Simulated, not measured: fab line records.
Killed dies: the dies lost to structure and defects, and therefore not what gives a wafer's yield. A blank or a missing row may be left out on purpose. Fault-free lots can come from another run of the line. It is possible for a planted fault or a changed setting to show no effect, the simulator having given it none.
Problem report in the 8D (eight disciplines) form, filled by code || flow sky130 || the parts of the form that need people (team, actions taken, sign-off) are left out

## 1. WHAT WENT WRONG
At SKY_PAD_OPEN_PROBE_99, sort_bin_3_pad_short averages 5.7 % over 3 wafers from 2 lots, while fault-free wafers read 0.8 %, standard deviation 0.39. That puts it +13 standard deviations away from the usual mean.
The first sign was on wafer L970.2 at day 46 16:25, on prober-01. The record holds 21 wafers of 7 lots with a number at this step. Rule for "out" (also "out of limits"): further than 4 standard deviations from the usual mean. The other wafers with a number count as sound.

## 2. WHAT IT IS; WHAT IT IS NOT
{"question": "which readings at this step", "is": "sort_bin_3_pad_short, defectLimitedYield, killed_at_M0_to_M3, killedDies, sortNPass, sortYieldPct", "is not": "killed_at_M4_up, killedAtFrontEnd, killedAtOther, killedOpen, killedShort"}
{"question": "which lots", "is": "L970, L972", "is not": "L977, L978, L981, L985, L989"}
{"question": "which wafers of those lots", "is": "L970.2, L972.1, L972.6", "is not": "L970.1, L970.5, L972.2"}
{"question": "read on which tools", "is": "prober-01", "is not": "prober-02"}
{"question": "when", "is": "from day 46 16:25", "is not": "up to then (1 sound wafer); but 17 sound wafers of L970, L972, L977, L978, L981, L985, L989 came after"}

## 3. THE SUSPECTS, EACH WITH WHAT RULES IT OUT
Counting: any tool at a process step up to the reading remains a suspect provided it ran every lot that is out. Sound lots after the first of them don't rule it out here, since some wafers of a struck lot are sound.
- rieMetal-04 at SKY_METAL2_METAL_ETCH_19 (etches the open film in Cl2/BCl3, stops on SiO2, target depth 360 nm, time 78 s): kept. It ran every lot that is out, first L970 (day 36 05:49).
- prober-01 at SKY_PAD_OPEN_PROBE_99: kept. It ran every lot that is out, first L970 (day 46 16:22). On those wafers its own readings are out: defectLimitedYield, killed_at_M0_to_M3, killedDies, sort_bin_3_pad_short, sortNPass, sortYieldPct.
- Within rieMetal-04 at SKY_METAL2_METAL_ETCH_19: the wafers that are out ran in chamber 1; their sound lot-mates ran in chamber 0.
Remaining after the count are rieMetal-04 at SKY_METAL2_METAL_ETCH_19 and prober-01 at SKY_PAD_OPEN_PROBE_99.

## 4. THE CAUSE (what the simulator had put in)
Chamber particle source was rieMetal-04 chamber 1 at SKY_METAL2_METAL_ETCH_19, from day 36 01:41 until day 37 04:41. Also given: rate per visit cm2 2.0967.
Counting leaves 2 suspects; this tool is one of them.

## 5. SEQUENCE OF EFFECTS, ordered by route
Rows list readings where the struck wafers' mean (over those with a number) sits beyond 3 standard deviations from the usual. Only readings for which the record gives a usual standard deviation are gone through. hours: the time from each lot's start at the first step in this table that gives one to its start at this step, as a median over the lots. sigmas: the change in usual standard deviations.
{"hours": 0, "step": "SKY_PAD_OPEN_PROBE_99", "reading": "defectLimitedYield", "usual": "82.3 %", "on struck wafers": 69.7, "change": -12.6, "sigmas": -6.0}
{"hours": 0, "step": "SKY_PAD_OPEN_PROBE_99", "reading": "killed_at_M0_to_M3", "usual": 44, "on struck wafers": 105, "change": "+61", "sigmas": "+8.5"}
{"hours": 0, "step": "SKY_PAD_OPEN_PROBE_99", "reading": "killedDies", "usual": 87, "on struck wafers": 149, "change": "+62", "sigmas": "+6.2"}
{"hours": 0, "step": "SKY_PAD_OPEN_PROBE_99", "reading": "killedOnRim", "usual": 17, "on struck wafers": 29, "change": "+12", "sigmas": "+3.2"}
{"hours": 0, "step": "SKY_PAD_OPEN_PROBE_99", "reading": "sort_bin_3_pad_short", "usual": "0.8 %", "on struck wafers": 5.7, "change": "+4.9", "sigmas": "+13"}
{"hours": 0, "step": "SKY_PAD_OPEN_PROBE_99", "reading": "sort_bin_5_function", "usual": "10.4 %", "on struck wafers": 17.5, "change": "+7.1", "sigmas": "+4.2"}
{"hours": 0, "step": "SKY_PAD_OPEN_PROBE_99", "reading": "sortNPass", "usual": 405, "on struck wafers": 343, "change": -62, "sigmas": -6.2}
{"hours": 0, "step": "SKY_PAD_OPEN_PROBE_99", "reading": "sortYieldPct", "usual": "82.3 %", "on struck wafers": 69.7, "change": -12.6, "sigmas": -6.0}
Here are the process steps it includes:
- SKY_PAD_OPEN_PROBE_99

## 6. WHAT WOULD HAVE CAUGHT IT SOONER
The fault began at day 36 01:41; the first out-of-limits reading in this record came at day 46 16:25, 255 hours later.
No tool reading at SKY_METAL2_METAL_ETCH_19 that has a usual standard deviation in the record was out on any struck wafer, so an alarm limit of 4 standard deviations on those readings would not have fired.
By day 46 16:25 the whole set of lots that are out, 2 in number, had already begun SKY_METAL2_METAL_ETCH_19 on rieMetal-04. Holding the tool at that point would not have protected any of them.
